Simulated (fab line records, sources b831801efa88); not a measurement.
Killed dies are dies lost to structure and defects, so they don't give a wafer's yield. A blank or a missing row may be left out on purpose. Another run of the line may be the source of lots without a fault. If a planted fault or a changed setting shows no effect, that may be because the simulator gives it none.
fab line records ; flow gf180mcu
record lots=5; wafers=15; last-day=34
route steps=602 shown HV_LDD@184
lots that met no fault: taken from a fault-free run of the same line
start-h: hours from the record's opening day to when the first of the lot's shown wafers began ; wait-h: time in hours since the lot's previous step ; " same as the row above ; L1.1+2: one row covering several wafers at once ; - no value, or no start was given ; * or withheld: withheld ; < > ~ a bound
route shown NAME@n: a module of which the file shows steps, and the number in the route of the first ; usual: the fault-free wafers' mean and standard deviation ; same: alike in all rows ; chamber/n: place in a boat ; sites: per-site readings ; _std_site: the standard deviation of these ; _edge_site: the outer-site mean with the inner-site mean subtracted ; radius-mm: how far each site lies from the wafer's centre ; mask NAME#n: copy n ; behind: tool/chamber where the wafer was last shaped ; hold: why the lot went on hold/how many hours it stayed there/how the hold came to an end ; device: transistor that didn't switch, given as n, p or np ; end of line: tests of these same wafers at the route's end ; where a step has no rows: the recipe by itself ; killed: dies lost to structure and defects at the first sort, not the wafer's yield ; map: dies across one wafer; x = killed, . = not, _ = none there
set.NAME: the run value of the setting; set.NAME@STEP: its run value at that earlier step ; model.NAME: the simulator's own value behind a step, which no gauge read
lots seen at some steps along the route; tables by step, rows by wafer
services: from which hour (start-h, from the record's first day; less than 0 if before it) a tool's chamber was out of use, for how many hours, and why
## steps
# step GF_HV_LDD_OVL_MEAS_08
# usual HV_LDD_OVL=0.3/1.9
lot.wafer;tool;chamber;start-h;wait-h;HV_LDD_OVL[nm]
L079.2;overlay-01;-;248.97;0.1;-0.3
L079.5;overlay-01;-;248.97;0.1;0.2
L079.6;overlay-01;-;248.97;0.1;-0.5
L085.1;overlay-02;-;300.46;0.1;-0.1
L085.5;overlay-02;-;300.46;0.1;0.8
L085.6;overlay-02;-;300.46;0.1;1.7
L087.2;overlay-01;-;316.51;0.1;-2.9
L087.3;overlay-01;-;316.51;0.1;-3.0
L087.4;overlay-01;-;316.51;0.1;-2.4
L092.1;overlay-02;-;356.15;0.1;-1.6
L092.5;overlay-02;-;356.15;0.1;-1.5
L092.6;overlay-02;-;356.15;0.1;-1.0
L096.1;overlay-02;-;385.91;0.1;2.6
L096.2;overlay-02;-;385.91;0.1;2.7
L096.6;overlay-02;-;385.91;0.1;3.9
# step GF_HV_LDD_IMPLANT_09
# recipe species=As; energy-kev=40; dose-cm2=1e+14; tilt-deg=7
# usual faraday-current-uA=563/11
lot.wafer;tool;chamber;start-h;wait-h;faraday-current-uA
L079.2;implanter-02;0;249.02;0.0;558
L079.5;implanter-02;0;249.02;0.0;559
L079.6;implanter-02;0;249.02;0.0;573
L085.1;implanter-03;0;300.50;0.0;564
L085.5;implanter-03;0;300.50;0.0;580
L085.6;implanter-03;0;300.50;0.0;564
L087.2;implanter-02;0;316.57;0.0;551
L087.3;implanter-02;0;316.57;0.0;570
L087.4;implanter-02;0;316.57;0.0;564
L092.1;implanter-02;0;356.19;0.0;572
L092.5;implanter-02;0;356.19;0.0;564
L092.6;implanter-02;0;356.19;0.0;568
L096.1;implanter-04;0;385.94;0.0;578
L096.2;implanter-04;0;385.94;0.0;579
L096.6;implanter-04;0;385.94;0.0;564
# step GF_HV_LDD_STRIP_10
# recipe chemistry=O2/N2; power-w=1400; pressure-mtorr=1500; platen-temp-c=250; o2-flow-sccm=3000; n2-flow-sccm=300; overash-fraction=0.5
# usual drypump-motor-current-A=6.0/0.31; heater-power-w=324/26; oes-product-au=0.716/0.0045; strip-time-to-endpoint-s=12.63/0.034
lot.wafer;tool;chamber;start-h;wait-h;drypump-motor-current-A;heater-power-w;oes-product-au;rf-hours-counter-h;strip-time-to-endpoint-s
L079.2;plasma-asher-01;0;249.15;0.1;5.8;370;0.713;57;12.59
L079.5;plasma-asher-01;1;249.15;0.1;6.0;328;0.720;-;12.60
L079.6;plasma-asher-01;0;249.15;0.1;5.8;365;0.709;-;12.61
L085.1;plasma-asher-01;1;300.65;0.1;5.9;318;0.714;63;12.62
L085.5;plasma-asher-01;0;300.65;0.1;5.7;362;0.714;-;12.60
L085.6;plasma-asher-01;1;300.65;0.1;5.9;323;0.713;-;12.65
L087.2;plasma-asher-04;1;316.69;0.1;6.2;336;0.713;67;12.70
L087.3;plasma-asher-04;1;316.69;0.1;6.2;342;0.724;-;12.67
L087.4;plasma-asher-04;0;316.69;0.1;5.5;310;0.720;-;12.67
L092.1;plasma-asher-04;1;356.34;0.1;6.2;342;0.718;71;12.64
L092.5;plasma-asher-04;0;356.34;0.1;5.5;312;0.721;-;12.61
L092.6;plasma-asher-04;1;356.34;0.1;6.1;333;0.711;-;12.63
L096.1;plasma-asher-03;0;386.09;0.1;6.1;332;0.713;64;12.59
L096.2;plasma-asher-03;1;386.09;0.1;6.4;284;0.717;64;12.59
L096.6;plasma-asher-03;1;386.09;0.1;6.4;281;0.712;-;12.58
# step GF_HV_LDD_TW_MEAS_11
# usual HV_LDD_TW=2413/19
lot.wafer;tool;chamber;start-h;wait-h;HV_LDD_TW
L079.2;film-metro-02;-;249.26;0.1;2420
L079.5;film-metro-02;-;249.26;0.1;2431
L079.6;film-metro-02;-;249.26;0.1;2421
L085.1;film-metro-02;-;300.75;0.1;2432
L085.5;film-metro-02;-;300.75;0.1;2423
L085.6;film-metro-02;-;300.75;0.1;2431
L087.2;film-metro-03;-;316.80;0.1;2405
L087.3;film-metro-03;-;316.80;0.1;2407
L087.4;film-metro-03;-;316.80;0.1;2401
L092.1;film-metro-03;-;356.44;0.1;2382
L092.5;film-metro-03;-;356.44;0.1;2384
L092.6;film-metro-03;-;356.44;0.1;2377
L096.1;film-metro-03;-;386.19;0.1;2419
L096.2;film-metro-03;-;386.19;0.1;2408
L096.6;film-metro-03;-;386.19;0.1;2413
# step GF_HV_LDD_DEHYDRATE_12
# recipe temp-c=200; time-s=60
lot.wafer;tool;chamber;start-h;wait-h
L079.2+5+6;litho-track-01;0;257.36;8.1
L085.1+5+6;litho-track-01;0;310.39;9.6
L087.2+3+4;litho-track-04;0;326.87;10.1
L092.1+5+6;litho-track-02;0;366.23;9.8
L096.1+2+6;litho-track-04;0;397.24;11.0
# step GF_HV_LDD_HMDS_13
# recipe prime-time-s=60; prime-temp-c=120
# same prime-time-s=60
lot.wafer;tool;chamber;start-h;wait-h
L079.2+5+6;litho-track-01;0;257.51;0.1
L085.1+5+6;litho-track-01;0;310.54;0.1
L087.2+3+4;litho-track-04;0;327.02;0.1
L092.1+5+6;litho-track-02;0;366.38;0.1
L096.1+2+6;litho-track-04;0;397.39;0.1
# step GF_HV_LDD_COAT_14
# recipe resist=NOVOLAK; spin-rpm=3000; resist-thk-nm=1000
lot.wafer;tool;chamber;start-h;wait-h
L079.2+5+6;litho-track-01;0;257.66;0.1
L085.1+5+6;litho-track-01;0;310.69;0.1
L087.2+3+4;litho-track-04;0;327.17;0.1
L092.1+5+6;litho-track-02;0;366.53;0.1
L096.1+2+6;litho-track-04;0;397.54;0.1
# step GF_HV_LDD_SOFTBAKE_15
# recipe temp-c=90; time-s=60; resist=NOVOLAK
lot.wafer;tool;chamber;start-h;wait-h
L079.2+5+6;litho-track-01;0;257.81;0.1
L085.1+5+6;litho-track-01;0;310.84;0.1
L087.2+3+4;litho-track-04;0;327.32;0.1
L092.1+5+6;litho-track-02;0;366.68;0.1
L096.1+2+6;litho-track-04;0;397.69;0.1
# step GF_HV_LDD_EXPOSE_16
# recipe mask-id=Pplus_LV_AREA; target-cd-nm=400; na=0.6; source-shape=conventional; sigma-outer=0.6; dose-mj=140
lot.wafer;tool;chamber;start-h;wait-h;mask
L079.2+5+6;iline-stepper-01;0;-;-;Pplus_LV_AREA#0
L085.1+5+6;iline-stepper-02;0;-;-;Pplus_LV_AREA#0
L087.2+3+4;iline-stepper-01;0;-;-;Pplus_LV_AREA#0
L092.1+5+6;iline-stepper-02;0;-;-;Pplus_LV_AREA#0
L096.1+2+6;iline-stepper-01;0;-;-;Pplus_LV_AREA#0
# step GF_HV_LDD_PEB_17
# recipe temp-c=withheld; time-s=*; resist=NOVOLAK
lot.wafer;tool;chamber;start-h;wait-h
L079.2+5+6;litho-track-04;0;-;-
L085.1+5+6;litho-track-02;0;-;-
L087.2+3+4;litho-track-01;0;-;-
L092.1+5+6;litho-track-02;0;-;-
L096.1+2+6;litho-track-04;0;-;-
# step GF_HV_LDD_DEVELOP_18
# recipe develop-time-s=60; dev-temp-c=23
lot.wafer;tool;chamber;start-h;wait-h
L079.2+5+6;litho-track-04;0;266.97;0.1
L085.1+5+6;litho-track-02;0;320.98;0.1
L087.2+3+4;litho-track-01;0;337.21;0.1
L092.1+5+6;litho-track-02;0;377.83;0.1
L096.1+2+6;litho-track-04;0;408.89;0.1
# step GF_HV_LDD_CD_MEAS_19
# recipe target-cd-nm=400
# usual cd-nm=400.0/2.7
lot.wafer;tool;chamber;start-h;wait-h;cd-nm
L079.2;cd-sem-02;-;267.11;0.1;397.3
L079.5;cd-sem-02;-;267.11;0.1;400.7
L079.6;cd-sem-02;-;267.11;0.1;400.4
L085.1;cd-sem-02;-;321.13;0.1;398.6
L085.5;cd-sem-02;-;321.13;0.1;397.3
L085.6;cd-sem-02;-;321.13;0.1;399.4
L087.2;cd-sem-01;-;337.36;0.1;404.1
L087.3;cd-sem-01;-;337.36;0.1;400.6
L087.4;cd-sem-01;-;337.36;0.1;401.3
L092.1;cd-sem-01;-;377.98;0.1;403.4
L092.5;cd-sem-01;-;377.98;0.1;405.1
L092.6;cd-sem-01;-;377.98;0.1;405.4
L096.1;cd-sem-02;-;409.04;0.1;403.2
L096.2;cd-sem-02;-;409.04;0.1;402.4
L096.6;cd-sem-02;-;409.04;0.1;403.0
# step GF_HV_LDD_OVL_MEAS_20
# usual HV_LDD_01_OVL=-1.3/1.3
lot.wafer;tool;chamber;start-h;wait-h;HV_LDD_01_OVL[nm]
L079.2;overlay-01;-;267.22;0.1;-0.1
L079.5;overlay-01;-;267.22;0.1;-2.2
L079.6;overlay-01;-;267.22;0.1;-0.7
L085.1;overlay-01;-;321.25;0.1;1.8
L085.5;overlay-01;-;321.25;0.1;0.6
L085.6;overlay-01;-;321.25;0.1;-0.4
L087.2;overlay-01;-;337.46;0.1;-3.4
L087.3;overlay-01;-;337.46;0.1;-2.4
L087.4;overlay-01;-;337.46;0.1;-1.6
L092.1;overlay-01;-;378.10;0.1;-0.6
L092.5;overlay-01;-;378.10;0.1;-2.0
L092.6;overlay-01;-;378.10;0.1;0.8
L096.1;overlay-02;-;409.16;0.1;0.0
L096.2;overlay-02;-;409.16;0.1;-0.6
L096.6;overlay-02;-;409.16;0.1;0.2
# step GF_HV_LDD_IMPLANT_21
# recipe species=BF2; energy-kev=25; dose-cm2=5e+13; tilt-deg=7
# usual faraday-current-uA=283/6
lot.wafer;tool;chamber;start-h;wait-h;faraday-current-uA
L079.2;implanter-03;0;267.28;0.0;288
L079.5;implanter-03;0;267.28;0.0;285
L079.6;implanter-03;0;267.28;0.0;268
L085.1;implanter-04;0;321.29;0.0;295
L085.5;implanter-04;0;321.29;0.0;280
L085.6;implanter-04;0;321.29;0.0;277
L087.2;implanter-04;0;337.52;0.0;279
L087.3;implanter-04;0;337.52;0.0;290
L087.4;implanter-04;0;337.52;0.0;296
L092.1;implanter-04;0;378.14;0.0;283
L092.5;implanter-04;0;378.14;0.0;273
L092.6;implanter-04;0;378.14;0.0;279
L096.1;implanter-02;0;409.20;0.0;287
L096.2;implanter-02;0;409.20;0.0;284
L096.6;implanter-02;0;409.20;0.0;278
# step GF_HV_LDD_STRIP_22
# recipe chemistry=O2/N2; power-w=1400; pressure-mtorr=1500; platen-temp-c=250; o2-flow-sccm=3000; n2-flow-sccm=300; overash-fraction=0.5
# usual drypump-motor-current-A=6.03/0.29; heater-power-w=323/28; oes-product-au=0.716/0.0042; strip-time-to-endpoint-s=12.63/0.035
lot.wafer;tool;chamber;start-h;wait-h;drypump-motor-current-A;heater-power-w;oes-product-au;rf-hours-counter-h;strip-time-to-endpoint-s
L079.2;plasma-asher-01;0;267.40;0.1;5.79;378;0.711;59;12.62
L079.5;plasma-asher-01;1;267.40;0.1;5.95;319;0.720;-;12.60
L079.6;plasma-asher-01;0;267.40;0.1;5.75;367;0.716;-;12.66
L085.1;plasma-asher-03;1;321.44;0.1;6.43;276;0.711;57;12.61
L085.5;plasma-asher-03;0;321.44;0.1;6.14;332;0.719;-;12.58
L085.6;plasma-asher-03;1;321.44;0.1;6.43;287;0.715;-;12.59
L087.2;plasma-asher-03;0;337.64;0.1;6.16;332;0.718;58;12.68
L087.3;plasma-asher-03;0;337.64;0.1;6.11;330;0.722;-;12.66
L087.4;plasma-asher-03;1;337.64;0.1;6.41;286;0.717;-;12.64
L092.1;plasma-asher-03;0;378.29;0.1;6.14;334;0.725;63;12.60
L092.5;plasma-asher-03;0;378.29;0.1;6.10;330;0.717;-;12.62
L092.6;plasma-asher-03;1;378.29;0.1;6.43;280;0.714;-;12.61
L096.1;plasma-asher-03;1;409.35;0.1;6.40;288;0.720;66;12.68
L096.2;plasma-asher-03;0;409.35;0.1;6.19;334;0.721;66;12.71
L096.6;plasma-asher-03;1;409.35;0.1;6.43;280;0.713;-;12.65
# step GF_HV_LDD_TW_MEAS_23
# usual HV_LDD_2_TW=1056/7.4
lot.wafer;tool;chamber;start-h;wait-h;HV_LDD_2_TW
L079.2;film-metro-02;-;267.51;0.1;1055
L079.5;film-metro-02;-;267.51;0.1;1053
L079.6;film-metro-02;-;267.51;0.1;1053
L085.1;film-metro-04;-;321.54;0.1;1071
L085.5;film-metro-04;-;321.54;0.1;1060
L085.6;film-metro-04;-;321.54;0.1;1063
L087.2;film-metro-02;-;337.75;0.1;1060
L087.3;film-metro-02;-;337.75;0.1;1061
L087.4;film-metro-02;-;337.75;0.1;1060
L092.1;film-metro-04;-;378.38;0.1;1065
L092.5;film-metro-04;-;378.38;0.1;1071
L092.6;film-metro-04;-;378.38;0.1;1069
L096.1;film-metro-03;-;409.45;0.1;1040
L096.2;film-metro-03;-;409.45;0.1;1045
L096.6;film-metro-03;-;409.45;0.1;1046
# step GF_HV_LDD_DEHYDRATE_24
# recipe temp-c=200; time-s=60
lot.wafer;tool;chamber;start-h;wait-h
L079.2+5+6;litho-track-01;0;276.51;9.0
L085.1+5+6;litho-track-04;0;331.24;9.7
L087.2+3+4;litho-track-04;0;348.22;10.5
L092.1+5+6;litho-track-01;0;388.94;10.5
L096.1+2+6;litho-track-01;0;420.29;10.8
# step GF_HV_LDD_HMDS_25
# recipe prime-time-s=60; prime-temp-c=120
# same prime-time-s=60
lot.wafer;tool;chamber;start-h;wait-h
L079.2+5+6;litho-track-01;0;276.66;0.1
L085.1+5+6;litho-track-04;0;331.39;0.1
L087.2+3+4;litho-track-04;0;348.37;0.1
L092.1+5+6;litho-track-01;0;389.09;0.1
L096.1+2+6;litho-track-01;0;420.44;0.1
# step GF_HV_LDD_COAT_26
# recipe resist=NOVOLAK; spin-rpm=3000; resist-thk-nm=1000
lot.wafer;tool;chamber;start-h;wait-h
L079.2+5+6;litho-track-01;0;276.81;0.1
L085.1+5+6;litho-track-04;0;331.54;0.1
L087.2+3+4;litho-track-04;0;348.52;0.1
L092.1+5+6;litho-track-01;0;389.24;0.1
L096.1+2+6;litho-track-01;0;420.59;0.1
# step GF_HV_LDD_SOFTBAKE_27
# recipe temp-c=90; time-s=60; resist=NOVOLAK
lot.wafer;tool;chamber;start-h;wait-h
L079.2+5+6;litho-track-01;0;276.96;0.1
L085.1+5+6;litho-track-04;0;331.69;0.1
L087.2+3+4;litho-track-04;0;348.67;0.1
L092.1+5+6;litho-track-01;0;389.39;0.1
L096.1+2+6;litho-track-01;0;420.74;0.1
# step GF_HV_LDD_EXPOSE_28
# recipe mask-id=Nplus_HV_AREA; target-cd-nm=400; na=0.6; source-shape=conventional; sigma-outer=0.6; dose-mj=140
lot.wafer;tool;chamber;start-h;wait-h;mask
L079.2+5+6;iline-stepper-02;0;-;-;Nplus_HV_AREA#0
L085.1+5+6;iline-stepper-02;0;-;-;Nplus_HV_AREA#0
L087.2+3+4;iline-stepper-01;0;-;-;Nplus_HV_AREA#0
L092.1+5+6;iline-stepper-01;0;-;-;Nplus_HV_AREA#0
L096.1+2+6;iline-stepper-01;0;-;-;Nplus_HV_AREA#0
# step GF_HV_LDD_PEB_29
# recipe temp-c=withheld; time-s=*; resist=NOVOLAK
lot.wafer;tool;chamber;start-h;wait-h
L079.2+5+6;litho-track-02;0;-;-
L085.1+5+6;litho-track-04;0;-;-
L087.2+3+4;litho-track-01;0;-;-
L092.1+5+6;litho-track-01;0;-;-
L096.1+2+6;litho-track-02;0;-;-
# step GF_HV_LDD_DEVELOP_30
# recipe develop-time-s=60; dev-temp-c=23
lot.wafer;tool;chamber;start-h;wait-h
L079.2+5+6;litho-track-02;0;286.66;0.1
L085.1+5+6;litho-track-04;0;342.24;0.1
L087.2+3+4;litho-track-01;0;359.26;0.1
L092.1+5+6;litho-track-01;0;401.24;0.1
L096.1+2+6;litho-track-02;0;432.88;0.1
# step GF_HV_LDD_CD_MEAS_31
# recipe target-cd-nm=400
# usual cd-nm=399.8/2.2
lot.wafer;tool;chamber;start-h;wait-h;cd-nm
L079.2;cd-sem-02;-;286.80;0.1;400.7
L079.5;cd-sem-02;-;286.80;0.1;401.3
L079.6;cd-sem-02;-;286.80;0.1;398.9
L085.1;cd-sem-01;-;342.39;0.1;401.6
L085.5;cd-sem-01;-;342.39;0.1;400.1
L085.6;cd-sem-01;-;342.39;0.1;400.3
L087.2;cd-sem-02;-;359.41;0.1;402.6
L087.3;cd-sem-02;-;359.41;0.1;402.5
L087.4;cd-sem-02;-;359.41;0.1;406.0
L092.1;cd-sem-02;-;401.39;0.1;398.4
L092.5;cd-sem-02;-;401.39;0.1;397.7
L092.6;cd-sem-02;-;401.39;0.1;399.4
L096.1;cd-sem-01;-;433.03;0.1;396.9
L096.2;cd-sem-01;-;433.03;0.1;397.2
L096.6;cd-sem-01;-;433.03;0.1;398.2
# step GF_HV_LDD_OVL_MEAS_32
# usual HV_LDD_02_OVL=-1.1/1.3
lot.wafer;tool;chamber;start-h;wait-h;HV_LDD_02_OVL[nm]
L079.2;overlay-02;-;286.91;0.1;0.4
L079.5;overlay-02;-;286.91;0.1;0.8
L079.6;overlay-02;-;286.91;0.1;0.1
L085.1;overlay-01;-;342.51;0.1;0.6
L085.5;overlay-01;-;342.51;0.1;-0.6
L085.6;overlay-01;-;342.51;0.1;-0.1
L087.2;overlay-01;-;359.51;0.1;-0.1
L087.3;overlay-01;-;359.51;0.1;0.8
L087.4;overlay-01;-;359.51;0.1;-0.6
L092.1;overlay-01;-;401.51;0.1;-1.3
L092.5;overlay-01;-;401.51;0.1;2.7
L092.6;overlay-01;-;401.51;0.1;-0.4
L096.1;overlay-01;-;433.15;0.1;-3.1
L096.2;overlay-01;-;433.15;0.1;-3.2
L096.6;overlay-01;-;433.15;0.1;-3.2
# step GF_HV_LDD_IMPLANT_33
# recipe species=P; energy-kev=60; dose-cm2=7.5e+12; tilt-deg=30; rotation-deg=0
# usual faraday-current-uA=42.3/0.82
lot.wafer;tool;chamber;start-h;wait-h;faraday-current-uA
L079.2;implanter-03;0;286.96;0.0;42.1
L079.5;implanter-03;0;286.96;0.0;43.2
L079.6;implanter-03;0;286.96;0.0;41.3
L085.1;implanter-02;0;342.55;0.0;43.1
L085.5;implanter-02;0;342.55;0.0;42.0
L085.6;implanter-02;0;342.55;0.0;41.5
L087.2;implanter-04;0;359.57;0.0;42.0
L087.3;implanter-04;0;359.57;0.0;41.0
L087.4;implanter-04;0;359.57;0.0;42.4
L092.1;implanter-04;0;401.54;0.0;43.6
L092.5;implanter-04;0;401.54;0.0;43.1
L092.6;implanter-04;0;401.54;0.0;42.6
L096.1;implanter-03;0;433.18;0.0;42.2
L096.2;implanter-03;0;433.18;0.0;42.0
L096.6;implanter-03;0;433.18;0.0;41.9
# step GF_HV_LDD_IMPLANT_34
# recipe species=P; energy-kev=60; dose-cm2=7.5e+12; tilt-deg=30; rotation-deg=90
# usual faraday-current-uA=42.3/0.92
lot.wafer;tool;chamber;start-h;wait-h;faraday-current-uA
L079.2;implanter-03;0;287.11;0.1;42.0
L079.5;implanter-03;0;287.11;0.1;42.9
L079.6;implanter-03;0;287.11;0.1;42.8
L085.1;implanter-02;0;342.70;0.1;44.0
L085.5;implanter-02;0;342.70;0.1;43.4
L085.6;implanter-02;0;342.70;0.1;41.9
L087.2;implanter-04;0;359.72;0.1;40.7
L087.3;implanter-04;0;359.72;0.1;41.6
L087.4;implanter-04;0;359.72;0.1;42.5
L092.1;implanter-04;0;401.69;0.1;40.2
L092.5;implanter-04;0;401.69;0.1;42.9
L092.6;implanter-04;0;401.69;0.1;40.5
L096.1;implanter-03;0;433.33;0.1;41.6
L096.2;implanter-03;0;433.33;0.1;42.0
L096.6;implanter-03;0;433.33;0.1;41.6
# step GF_HV_LDD_IMPLANT_35
# recipe species=P; energy-kev=60; dose-cm2=7.5e+12; tilt-deg=30; rotation-deg=180
# usual faraday-current-uA=42.2/0.78
lot.wafer;tool;chamber;start-h;wait-h;faraday-current-uA
L079.2;implanter-03;0;287.26;0.1;39.8
L079.5;implanter-03;0;287.26;0.1;42.0
L079.6;implanter-03;0;287.26;0.1;43.5
L085.1;implanter-02;0;342.85;0.1;42.5
L085.5;implanter-02;0;342.85;0.1;42.5
L085.6;implanter-02;0;342.85;0.1;42.9
L087.2;implanter-04;0;359.87;0.1;41.8
L087.3;implanter-04;0;359.87;0.1;42.2
L087.4;implanter-04;0;359.87;0.1;42.3
L092.1;implanter-04;0;401.84;0.1;41.9
L092.5;implanter-04;0;401.84;0.1;42.6
L092.6;implanter-04;0;401.84;0.1;42.5
L096.1;implanter-03;0;433.48;0.1;41.1
L096.2;implanter-03;0;433.48;0.1;42.6
L096.6;implanter-03;0;433.48;0.1;42.6
# step GF_HV_LDD_IMPLANT_36
# recipe species=P; energy-kev=60; dose-cm2=7.5e+12; tilt-deg=30; rotation-deg=270
# usual faraday-current-uA=42.2/0.81
lot.wafer;tool;chamber;start-h;wait-h;faraday-current-uA
L079.2;implanter-03;0;287.41;0.1;42.1
L079.5;implanter-03;0;287.41;0.1;42.3
L079.6;implanter-03;0;287.41;0.1;43.0
L085.1;implanter-02;0;343.00;0.1;41.6
L085.5;implanter-02;0;343.00;0.1;43.1
L085.6;implanter-02;0;343.00;0.1;43.1
L087.2;implanter-04;0;360.02;0.1;43.0
L087.3;implanter-04;0;360.02;0.1;42.6
L087.4;implanter-04;0;360.02;0.1;42.0
L092.1;implanter-04;0;401.99;0.1;42.7
L092.5;implanter-04;0;401.99;0.1;44.0
L092.6;implanter-04;0;401.99;0.1;41.3
L096.1;implanter-03;0;433.63;0.1;43.3
L096.2;implanter-03;0;433.63;0.1;41.8
L096.6;implanter-03;0;433.63;0.1;44.0
# step GF_HV_LDD_STRIP_37
# recipe chemistry=O2/N2; power-w=1400; pressure-mtorr=1500; platen-temp-c=250; o2-flow-sccm=3000; n2-flow-sccm=300; overash-fraction=0.5
# usual drypump-motor-current-A=5.94/0.28; heater-power-w=330/28; oes-product-au=0.716/0.0039; strip-time-to-endpoint-s=12.63/0.032
lot.wafer;tool;chamber;start-h;wait-h;drypump-motor-current-A;heater-power-w;oes-product-au;rf-hours-counter-h;strip-time-to-endpoint-s
L079.2;plasma-asher-03;0;287.54;0.1;6.17;328;0.714;54;12.66
L079.5;plasma-asher-03;1;287.54;0.1;6.43;288;0.716;-;12.62
L079.6;plasma-asher-03;0;287.54;0.1;6.16;333;0.721;-;12.59
L085.1;plasma-asher-01;0;343.15;0.1;5.77;369;0.710;68;12.60
L085.5;plasma-asher-01;0;343.15;0.1;5.75;362;0.701;-;12.61
L085.6;plasma-asher-01;1;343.15;0.1;5.95;328;0.715;-;12.62
L087.2;plasma-asher-04;1;360.14;0.1;6.19;340;0.722;72;12.68
L087.3;plasma-asher-04;0;360.14;0.1;5.47;302;0.721;-;12.70
L087.4;plasma-asher-04;1;360.14;0.1;6.20;346;0.721;-;12.68
L092.1;plasma-asher-04;0;402.14;0.1;5.50;305;0.715;76;12.65
L092.5;plasma-asher-04;0;402.14;0.1;5.50;305;0.719;-;12.62
L092.6;plasma-asher-04;1;402.14;0.1;6.21;346;0.717;-;12.63
L096.1;plasma-asher-01;0;433.80;0.1;5.75;369;0.719;78;12.67
L096.2;plasma-asher-01;1;433.80;0.1;5.96;321;0.712;78;12.63
L096.6;plasma-asher-01;1;433.80;0.1;5.96;320;0.716;-;12.66
# step GF_HV_LDD_TW_MEAS_38
# usual HV_LDD_3_TW=1439/12
lot.wafer;tool;chamber;start-h;wait-h;HV_LDD_3_TW
L079.2;film-metro-04;-;287.65;0.1;1456
L079.5;film-metro-04;-;287.65;0.1;1450
L079.6;film-metro-04;-;287.65;0.1;1460
L085.1;film-metro-02;-;343.25;0.1;1442
L085.5;film-metro-02;-;343.25;0.1;1439
L085.6;film-metro-02;-;343.25;0.1;1432
L087.2;film-metro-04;-;360.25;0.1;1467
L087.3;film-metro-04;-;360.25;0.1;1459
L087.4;film-metro-04;-;360.25;0.1;1453
L092.1;film-metro-03;-;402.24;0.1;1435
L092.5;film-metro-03;-;402.24;0.1;1439
L092.6;film-metro-03;-;402.24;0.1;1430
L096.1;film-metro-04;-;433.90;0.1;1450
L096.2;film-metro-04;-;433.90;0.1;1450
L096.6;film-metro-04;-;433.90;0.1;1459
# step GF_HV_LDD_DEHYDRATE_39
# recipe temp-c=200; time-s=60
lot.wafer;tool;chamber;start-h;wait-h
L079.2+5+6;litho-track-01;0;296.86;9.2
L085.1+5+6;litho-track-02;0;353.68;10.4
L087.2+3+4;litho-track-02;0;371.40;11.1
L092.1+5+6;litho-track-02;0;413.18;10.9
L096.1+2+6;litho-track-01;0;445.89;12.0
# step GF_HV_LDD_HMDS_40
# recipe prime-time-s=60; prime-temp-c=120
# same prime-time-s=60
lot.wafer;tool;chamber;start-h;wait-h
L079.2+5+6;litho-track-01;0;297.01;0.1
L085.1+5+6;litho-track-02;0;353.83;0.1
L087.2+3+4;litho-track-02;0;371.55;0.1
L092.1+5+6;litho-track-02;0;413.33;0.1
L096.1+2+6;litho-track-01;0;446.04;0.1
# step GF_HV_LDD_COAT_41
# recipe resist=NOVOLAK; spin-rpm=3000; resist-thk-nm=1000
lot.wafer;tool;chamber;start-h;wait-h
L079.2+5+6;litho-track-01;0;297.16;0.1
L085.1+5+6;litho-track-02;0;353.98;0.1
L087.2+3+4;litho-track-02;0;371.70;0.1
L092.1+5+6;litho-track-02;0;413.48;0.1
L096.1+2+6;litho-track-01;0;446.19;0.1
## services
tool;chamber;start-h;hours;kind
iline-stepper-01;-;245.82;4.8;repair
implanter-03;-;268.98;2.9;repair
iline-stepper-01;-;286.28;0.7;repair
plasma-asher-03;-;299.19;10.8;repair
implanter-03;-;306.05;3.6;repair
implanter-03;-;312.92;4.8;repair
plasma-asher-04;-;313.24;2.5;repair
implanter-03;-;321.46;98.0;repair
implanter-02;-;331.15;1.1;repair
iline-stepper-02;-;343.11;1.7;pm
iline-stepper-02;-;388.27;4.3;pm
iline-stepper-01;-;393.63;1.7;pm
plasma-asher-04;-;406.47;3.2;repair
plasma-asher-01;-;418.51;2.8;pm
implanter-03;-;419.42;4.1;pm
plasma-asher-04;-;421.25;9.0;pm
plasma-asher-04;0;421.25;9.0;vent-cycle
plasma-asher-04;1;421.25;9.0;vent-cycle
iline-stepper-01;-;423.89;4.4;pm
implanter-02;-;424.91;2.7;repair
plasma-asher-04;0;430.25;-;clean
plasma-asher-03;-;430.90;1.2;repair
plasma-asher-03;-;432.44;2.4;repair
plasma-asher-04;-;433.67;2.7;repair
## key
fault none
